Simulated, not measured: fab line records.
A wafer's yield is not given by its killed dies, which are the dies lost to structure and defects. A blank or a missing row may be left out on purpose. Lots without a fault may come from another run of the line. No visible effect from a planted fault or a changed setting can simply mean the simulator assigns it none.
A lot that was struck, set against a sound lot :: flow sky130 :: 16 steps out of a route of 708
Sound: wafers L119.1, L119.5, L119.6. Struck: wafers L125.1, L125.2, L125.3. The cause is named last.
Each step with rows lists, per side, the tool, then ch with its chambers, then its first start. Under that, the readings that differ: sound wafers :: struck wafers :: difference of the means :: sigmas: that difference in standard deviations of wafers without a fault.
alike: a reading whose means differ by less than 2 such deviations, as well as words and numbers matching on both sides. not compared: withheld readings; readings where some wafer has no value; bounds like >300 that might hide an equal value; numbers whose values overlap and for which the record gives no deviation.
A row with sigmas, a row that says differs or no value, or rows on one side alone: a step with any of these is where the two part. When numbers do not overlap yet have no deviation, they are printed without sigmas and do not part them. A reading missing from all wafers of one side parts the sides only when that side holds two or more wafers.

first, 1 step without rows for these wafers: SKY_LDD_N_IMPLANT_15.
SKY_LDD_N_STRIP_16: strips in O2/N2.
  sound on plasmaAsher-01 ch 0,1, day 20 04:22; struck on plasmaAsher-02 ch 0,1, day 22 12:28
  alike: drypumpMotorCurrentA, oesProductAu, stripTimeToEndpointS
  not compared: rfHoursCounterH
SKY_LDD_N_TW_MEAS_17:
  sound on filmMetro-04 at day 20 04:28; struck on filmMetro-04 at day 22 12:34
  alike: LDD_N_TW
then, 7 steps without rows for these wafers: SKY_LDD_P_DEHYDRATE_00 (time 60 s); SKY_LDD_P_HMDS_01 (prime time 60 s); SKY_LDD_P_COAT_02 (resist thk 1155 nm); SKY_LDD_P_SOFTBAKE_03 (time 60 s); SKY_LDD_P_EXPOSE_04 (exposes mask PSDM, target cd 380 nm); SKY_LDD_P_PEB_05; SKY_LDD_P_DEVELOP_06 (develop time 60 s).
SKY_LDD_P_CD_MEAS_07: target cd 380 nm.
  sound on cdSem-02 at day 21 10:37; struck on cdSem-01 at day 23 18:07
  alike: cdNm
SKY_LDD_P_OVL_MEAS_08:
  sound on overlay-01 at day 21 10:44; struck on overlay-01 at day 23 18:14
  alike: LDD_P_OVL
SKY_LDD_P_IMPLANT_09:
  sound on implanter-03 ch 0, day 21 10:47; struck on implanter-03 ch 0, day 23 18:17
reading: doseIonsCm2
sound: 9.98e+12 1.001e+13 9.993e+12
struck: 1.1103e+13 1.1102e+13 1.1122e+13
difference: +1.1147e+12
sigmas: +99 or more

reading: faradayCurrentUA
sound: 55.6 57.1 56.5
struck: 61.7 63.6 65.0
difference: +7.0
sigmas: +6
  alike: beamEnergyKeV
SKY_LDD_P_STRIP_10: strips in O2/N2.
  sound on plasmaAsher-03 ch 0,1, day 21 10:56; struck on plasmaAsher-01 ch 0,1, day 23 18:26
  alike: drypumpMotorCurrentA, oesProductAu, stripTimeToEndpointS
  not compared: rfHoursCounterH
SKY_LDD_P_TW_MEAS_11:
  sound on filmMetro-02 at day 21 11:02; struck on filmMetro-02 at day 23 18:32
reading: LDD_P_TW
sound: 624 628 623
struck: 645 649 648
difference: +22
sigmas: +4
  not compared: hold
-- here the record skips 25 days between the struck wafers' starts before and after, leaving off in module LDD_P and picking up in module PAD_OPEN (first step shown: number 708 of the route) --
SKY_PAD_OPEN_PROBE_99:
  sound on prober-01 at day 47 08:47; struck on prober-01 at day 48 22:21
reading: model.etest.tipP.rsOhmSq
sound: 6825 6878 6863
struck: 6300 6280 6292
difference: -565
sigmas: 
  alike: killed_at_M0_to_M3, killed_at_M4_up, killedAtContacts, killedAtFrontEnd, killedAtOther, killedDies, killedOnRim, killedOpen, killedShort

== WHERE THEY PART ==
Last at SKY_LDD_P_TW_MEAS_11 as far as this record goes, first at SKY_LDD_P_IMPLANT_09. Later steps at which nothing parts them and some readings are alike: SKY_PAD_OPEN_PROBE_99.

WHY: whatever the simulator had introduced
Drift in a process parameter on implanter-03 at SKY_LDD_P_IMPLANT_09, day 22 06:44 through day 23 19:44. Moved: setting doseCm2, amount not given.
